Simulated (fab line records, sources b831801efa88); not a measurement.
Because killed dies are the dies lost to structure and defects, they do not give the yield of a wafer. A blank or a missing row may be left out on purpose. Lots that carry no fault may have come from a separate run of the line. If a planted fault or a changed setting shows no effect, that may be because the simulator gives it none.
A struck lot beside a sound one / flow sky130 / 15 steps out of a route of 708
Sound: wafers L599.1, L599.2, L599.5. Wafers struck: L616.2, L616.3, L616.5. At the end, the cause is stated.
Per side, at each step with rows, come the tool, then ch with its chambers, and then its first start. Under that, the readings that differ: sound wafers / struck wafers / difference of the means / sigmas: that difference in standard deviations of wafers without a fault.
alike: same words and numbers on both sides, and readings whose means sit less than 2 such deviations apart. not compared: any withheld reading, any reading some wafer has no value for, any bound like >300 that may hide the same value, and any number with overlapping values for which the record gives no deviation.
Wherever a step has rows on one side only, a row that says differs or no value, or a row with sigmas, the two part there. Numbers that have no deviation but don't overlap get no sigmas and don't part them. A reading missing from all wafers of one side parts the sides only when that side holds two or more wafers.

first, 1 step without rows for these wafers: SKY_SONOS_ONO_CVD_04 (deposits SiO2 from SiH4/N2O, target thk 5.7199 nm).
SKY_SONOS_ONO_THK_MEAS_05:
  sound on film metro-03, day 12 10:33; struck on film metro-04, day 17 09:55
  alike: SONOS_ONO_CVD_04_THK
then, 7 steps without rows for these wafers: SKY_SONOS_ONO_DEHYDRATE_06 (time 60 s); SKY_SONOS_ONO_HMDS_07 (prime time 60 s); SKY_SONOS_ONO_COAT_08 (resist thk 1140 nm); SKY_SONOS_ONO_SOFTBAKE_09 (time 60 s); SKY_SONOS_ONO_EXPOSE_10 (exposes mask ONOM, target cd 410 nm); SKY_SONOS_ONO_PEB_11; SKY_SONOS_ONO_DEVELOP_12 (develop time 60 s).
SKY_SONOS_ONO_CD_MEAS_13: target cd 410 nm.
  sound on cd sem-02, day 13 11:41; struck on cd sem-01, day 18 15:43
  alike: cd nm
SKY_SONOS_ONO_OVL_MEAS_14:
  sound on overlay-01, day 13 11:49; struck on overlay-02, day 18 15:49
  alike: SONOS_ONO_OVL
SKY_SONOS_ONO_ETCH_15: etches the open film in CHF3/O2, target depth 19.52 nm, time 7.8 s.
  sound on rie diel-03 ch 0,1,3, day 13 11:51; struck on rie diel-03 ch 1,2, day 18 15:51
  alike: drypump motor current A, oes product au, throttle valve pct
  not compared: rf hours counter h
SKY_SONOS_ONO_WET_ETCH_16: etches SiO2 in dHF, target depth 14 nm, time 280 s.
  sound on wet bench-04 ch 3, day 13 11:52; struck on wet bench-03 ch 1, day 18 15:52
reading=run length s (s); sound=308 308 308; struck=288 288 288; difference=-20; sigmas=-5
SKY_SONOS_ONO_STRIP_17: strips in O2/N2.
  sound on plasma asher-02 ch 0,1, day 13 11:57; struck on plasma asher-03 ch 0,1, day 18 15:58
  alike: drypump motor current A, oes product au, strip time to endpoint s
  not compared: rf hours counter h
-- record jumps: 31 days separate the struck wafers' starts on either side; left off in module SONOS_ONO, taken up again in module PAD_OPEN, whose first shown step is the route's number 708 --
SKY_PAD_OPEN_PROBE_99:
  sound on prober-02, day 46 09:04; struck on prober-02, day 50 00:45
  alike: killed_at_M0_to_M3, killed_at_M4_up, killed at contacts, killed at front end, killed at other, killed dies, killed open, killed short

== WHERE THEY PART ==
Only at SKY_SONOS_ONO_WET_ETCH_16, as far as this record shows. Later steps at which nothing parts them and some readings are alike: SKY_SONOS_ONO_STRIP_17, SKY_PAD_OPEN_PROBE_99.

WHY: whatever the simulator had introduced
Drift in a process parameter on wet bench-03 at SKY_SONOS_ONO_WET_ETCH_16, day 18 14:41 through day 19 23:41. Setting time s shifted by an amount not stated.
